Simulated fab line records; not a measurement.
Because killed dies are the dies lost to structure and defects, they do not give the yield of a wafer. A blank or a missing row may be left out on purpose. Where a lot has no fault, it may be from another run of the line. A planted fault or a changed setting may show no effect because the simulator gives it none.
Which of the tools did it? | flow gf180mcu | 39 wafers from 13 lots sampled at 5 of the route's 602 steps

== WHAT THE GAUGES READ, wafer by wafer ==
GF_VT_IMPLANT_TW_MEAS_10.
lot  | measured     | on           | VT_IMPLANT_TW
L507 | day 5 18:54  | filmMetro-01 | 571 565 571
L508 | day 6 02:57  | filmMetro-02 | 574 567 568
L510 | day 6 13:10  | filmMetro-02 | 567 566 569
L511 | day 6 20:44  | filmMetro-03 | 559 563 560
L512 | day 7 01:55  | filmMetro-01 | 564 561 569
L513 | day 7 11:47  | filmMetro-03 | 586 582 587
L514 | day 7 15:20  | filmMetro-02 | 567 567 569
L515 | day 7 22:53  | filmMetro-01 | 592 592 586
L524 | day 10 08:37 | filmMetro-02 | 568 569 566
L525 | day 10 13:51 | filmMetro-02 | 569 569 570
L527 | day 11 02:53 | filmMetro-02 | 572 573 571
L528 | day 11 05:38 | filmMetro-03 | 556 557 558
L529 | day 11 15:05 | filmMetro-01 | 567 569 565

GF_DUAL_GATE_OVL_MEAS_11.
lot  | measured     | on         | DUAL_GATE_OVL (nm)
L507 | day 8 13:34  | overlay-01 | 2.8 1.6 0.0
L508 | day 8 22:07  | overlay-02 | -1.2 -2.5 -3.2
L510 | day 9 10:41  | overlay-01 | 0.1 -0.6 1.7
L511 | day 9 19:13  | overlay-01 | 2.8 1.7 -0.1
L512 | day 10 01:32 | overlay-01 | 1.1 -0.4 1.0
L513 | day 10 10:02 | overlay-02 | -2.1 -2.2 -2.4
L514 | day 10 17:20 | overlay-01 | 0.0 -1.4 -0.7
L515 | day 11 00:49 | overlay-01 | 1.5 -1.3 1.0
L524 | day 13 15:10 | overlay-01 | 0.4 0.5 1.4
L525 | day 13 21:41 | overlay-01 | 2.8 1.9 -0.1
L527 | day 14 11:40 | overlay-02 | -1.9 -0.3 -3.0
L528 | day 14 16:25 | overlay-02 | -2.2 -0.6 -0.5
L529 | day 15 02:49 | overlay-01 | -0.1 3.1 2.6

GF_POLY_GATE_THK_MEAS_17.
lot  | measured     | on           | POLY_GATE_OXIDATION_THK (nm)
L507 | day 9 11:50  | filmMetro-01 | 4.05 4.07 3.93
L508 | day 9 21:38  | filmMetro-01 | 4.05 4.06 4.08
L510 | day 10 10:47 | filmMetro-04 | 3.99 4.10 4.00
L511 | day 10 19:14 | filmMetro-02 | 3.95 3.92 3.92
L512 | day 11 00:56 | filmMetro-01 | 4.02 3.99 3.93
L513 | day 11 10:38 | filmMetro-01 | 3.92 3.96 3.92
L514 | day 11 18:20 | filmMetro-02 | 4.07 4.01 4.07
L515 | day 12 03:46 | filmMetro-04 | 4.11 4.02 4.08
L524 | day 14 18:16 | filmMetro-04 | 4.05 4.06 4.13
L525 | day 15 02:25 | filmMetro-02 | 4.01 3.98 4.01
L527 | day 15 16:46 | filmMetro-02 | 4.14 4.03 4.02
L528 | day 15 22:14 | filmMetro-02 | 4.02 4.01 3.95
L529 | day 16 08:26 | filmMetro-02 | 3.95 4.02 4.07

== TOOL THAT RAN EACH LOT (tool first, then ch and the chambers of the sampled wafers, then the start) ==
lot  | GF_VT_IMPLANT_IMPLANT_08        | GF_POLY_GATE_ETCH_12
L507 | implanter-02 ch 0, day 5 18:40  | rieDiel-04 ch 0,1, day 9 09:55
L508 | implanter-04 ch 0, day 6 02:43  | rieDiel-01 ch 2,3, day 9 19:21
L510 | implanter-04 ch 0, day 6 12:57  | rieDiel-04 ch 0,2,3, day 10 08:31
L511 | implanter-04 ch 0, day 6 20:32  | rieDiel-04 ch 0,2,3, day 10 17:11
L512 | implanter-02 ch 0, day 7 01:41  | rieDiel-02 ch 0,3, day 10 23:25
L513 | implanter-04 ch 0, day 7 11:32  | rieDiel-01 ch 1,2,3, day 11 08:20
L514 | implanter-01 ch 0, day 7 15:05  | rieDiel-04 ch 0,2, day 11 16:17
L515 | implanter-04 ch 0, day 7 22:38  | rieDiel-02 ch 1,2,3, day 12 01:11
L524 | implanter-04 ch 0, day 10 08:24 | rieDiel-02 ch 0,3, day 14 15:14
L525 | implanter-04 ch 0, day 10 13:36 | rieDiel-02 ch 0,3, day 14 20:49
L527 | implanter-04 ch 0, day 11 02:38 | rieDiel-04 ch 0,3, day 15 15:13
L528 | implanter-04 ch 0, day 11 05:24 | rieDiel-04 ch 1,3, day 15 20:43
L529 | implanter-04 ch 0, day 11 14:50 | rieDiel-01 ch 0,2,3, day 16 06:37
- GF_VT_IMPLANT_IMPLANT_08
- GF_POLY_GATE_ETCH_12: etches BARC in N2/H2.

== AS READ BY THE TOOLS THEMSELVES (means over the sampled wafers that have a number; for cases with no such wafer, the mark the record gives instead) ==
GF_VT_IMPLANT_IMPLANT_08.
lot  | tool         | doseIonsCm2 | endStationPressureTorr (Torr) | faradayCurrentUA
L507 | implanter-02 | 8.30e+12    | 5.06e-06                      | 46.4
L508 | implanter-04 | 8.29e+12    | 4.91e-06                      | 46.2
L510 | implanter-04 | 8.28e+12    | 4.91e-06                      | 47.0
L511 | implanter-04 | 8.29e+12    | 4.87e-06                      | 47.0
L512 | implanter-02 | 8.29e+12    | 4.91e-06                      | 47.2
L513 | implanter-04 | 9.64e+12    | 4.95e-06                      | 55.9
L514 | implanter-01 | 8.29e+12    | 5.25e-06                      | 47.1
L515 | implanter-04 | 9.65e+12    | 5.30e-06                      | 54.5
L524 | implanter-04 | 8.29e+12    | 4.78e-06                      | 46.8
L525 | implanter-04 | 8.29e+12    | 5.09e-06                      | 46.8
L527 | implanter-04 | 8.29e+12    | 5.07e-06                      | 47.3
L528 | implanter-04 | 8.29e+12    | 4.98e-06                      | 46.1
L529 | implanter-04 | 8.29e+12    | 5.04e-06                      | 46.1

GF_POLY_GATE_ETCH_12.
lot  | tool       | drypumpMotorCurrentA (A) | oesProductAu (a.u.) | throttleValvePct (%)
L507 | rieDiel-04 | 5.9                      | 0.738               | 13.213
L508 | rieDiel-01 | 5.4                      | 0.736               | 13.212
L510 | rieDiel-04 | 5.6                      | 0.739               | 13.216
L511 | rieDiel-04 | 5.6                      | 0.736               | 13.223
L512 | rieDiel-02 | 5.5                      | 0.736               | 13.215
L513 | rieDiel-01 | 5.4                      | 0.739               | 13.216
L514 | rieDiel-04 | 5.7                      | 0.735               | 13.221
L515 | rieDiel-02 | 5.5                      | 0.733               | 13.211
L524 | rieDiel-02 | 5.5                      | 0.735               | 13.206
L525 | rieDiel-02 | 5.5                      | 0.734               | 13.216
L527 | rieDiel-04 | 5.4                      | 0.735               | 13.217
L528 | rieDiel-04 | 5.5                      | 0.735               | 13.212
L529 | rieDiel-01 | 5.8                      | 0.735               | 13.214

== THE ANSWER, worked out from the rows above alone ==
Rule: what is usual is taken from the lots themselves. Put in order of their means at a reading, lots are off if they are a third of the lots or fewer, leave a main group of 4 or more, and stand apart from it by a gap of 3 or more times the standard deviation of the main group's means; of several such gaps the widest counts. If all means in a main group match to the digits the tables above print for the reading, that group is not used. Also off: a lot with no number at a reading for which 4 or more lots have one. All remaining lots with rows at the step are treated as sound. After the gauges, taken in route order, come the tools' own readings; for these a lot's mean is taken, as printed above. The first step at which some lot is off is used, and at that step the reading that is off furthest; a lot without a number counts as furthest.
Off: L513, L515, at GF_VT_IMPLANT_TW_MEAS_10 (VT_IMPLANT_TW). Mean 567 and standard deviation 4.1 in the main group.
If a tool, at a process step before that reading, ran all the lots that are off and no sound lot after the first of them, it fits. Not tried: the gauges at GF_VT_IMPLANT_TW_MEAS_10; whatever is off there is also off at GF_VT_IMPLANT_IMPLANT_08, on other tools, and gauge error can't account for it. Not one of the candidates tried fits.

== WHAT WAS PUT IN BY THE SIMULATOR ==
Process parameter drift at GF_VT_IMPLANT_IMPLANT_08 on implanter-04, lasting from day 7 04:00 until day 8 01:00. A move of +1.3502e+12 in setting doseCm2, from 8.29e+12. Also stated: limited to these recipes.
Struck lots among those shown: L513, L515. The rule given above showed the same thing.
